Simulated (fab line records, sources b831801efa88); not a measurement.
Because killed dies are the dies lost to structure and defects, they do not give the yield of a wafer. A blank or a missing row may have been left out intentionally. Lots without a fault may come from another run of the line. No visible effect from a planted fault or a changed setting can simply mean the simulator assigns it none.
Which tool was responsible? / flow gf180mcu / Sampling: 6 lots, 18 wafers, 3 of 602 route steps

## WHAT THE GAUGES READ, wafer by wafer
GF_VT_IMPLANT_RS_MEAS_46: a four-point-probe measurement.
lot=L395; measured=day 8 03:59; on=film_metro-02; MVSD_RS (ohm/sq)=456.6 456.1 457.6
lot=L397; measured=day 8 07:31; on=film_metro-02; MVSD_RS (ohm/sq)=417.6 417.7 416.4 418.7 417.9 417.1
lot=L407; measured=day 10 23:41; on=film_metro-01; MVSD_RS (ohm/sq)=456.9 457.7 457.9
lot=L410; measured=day 12 00:22; on=film_metro-03; MVSD_RS (ohm/sq)=456.1 455.9 455.9
lot=L414; measured=day 13 09:12; on=film_metro-03; MVSD_RS (ohm/sq)=454.8 454.6 455.5
lot=L417; measured=day 14 02:41; on=film_metro-03; MVSD_RS (ohm/sq)=455.4 453.9 455.2

## WHICH TOOL RAN EACH LOT (tool, then ch and the chambers of the sampled wafers, then the start)
lot=L395; GF_DNWELL_STRIP_08=plasma_asher-04 ch 0,1, day 3 06:50; GF_MVSD_IMPLANT_09=implanter-03 ch 0, day 5 00:03
lot=L397; GF_DNWELL_STRIP_08=plasma_asher-03 ch 0,1, day 3 12:32; GF_MVSD_IMPLANT_09=implanter-03 ch 0, day 5 04:49
lot=L407; GF_DNWELL_STRIP_08=plasma_asher-04 ch 0,1, day 5 14:28; GF_MVSD_IMPLANT_09=implanter-01 ch 0, day 7 10:04
lot=L410; GF_DNWELL_STRIP_08=plasma_asher-04 ch 0,1, day 6 09:07; GF_MVSD_IMPLANT_09=implanter-01 ch 0, day 8 07:12
lot=L414; GF_DNWELL_STRIP_08=plasma_asher-02 ch 0, day 7 11:47; GF_MVSD_IMPLANT_09=implanter-03 ch 0, day 9 12:56
lot=L417; GF_DNWELL_STRIP_08=plasma_asher-02 ch 0,1, day 7 23:44; GF_MVSD_IMPLANT_09=implanter-03 ch 0, day 10 03:41
- GF_DNWELL_STRIP_08: strips in O2/N2.
- GF_MVSD_IMPLANT_09

## THE ANSWER, worked out from the rows above alone
Rule: the lots themselves supply what counts as usual. The widest of any qualifying gaps counts: lots, ordered by their means at a reading, are off when they make up no more than a third of the lots, leave a main group of 4 or more, and stand apart from it by 3 or more times the standard deviation of that group's means. If all means in a main group match to the digits the tables above print for the reading, that group is not used. A lot without any number at a reading at which 4 lots or more have one is off too. Any other lot the step has rows for is counted as sound.
Off: L397, at GF_VT_IMPLANT_RS_MEAS_46 (MVSD_RS). The main group: mean 456.0 ohm/sq, standard deviation 1.
A tool fits if, at a process step before that reading, it ran every lot that is off, and no sound lot after the first of them. The gauges at GF_VT_IMPLANT_RS_MEAS_46 are tried like those tools. This does not decide it: 2 tools fit, namely plasma_asher-03 at GF_DNWELL_STRIP_08 and film_metro-02 at GF_VT_IMPLANT_RS_MEAS_46.

## WHAT HAD BEEN PUT IN BY THE SIMULATOR
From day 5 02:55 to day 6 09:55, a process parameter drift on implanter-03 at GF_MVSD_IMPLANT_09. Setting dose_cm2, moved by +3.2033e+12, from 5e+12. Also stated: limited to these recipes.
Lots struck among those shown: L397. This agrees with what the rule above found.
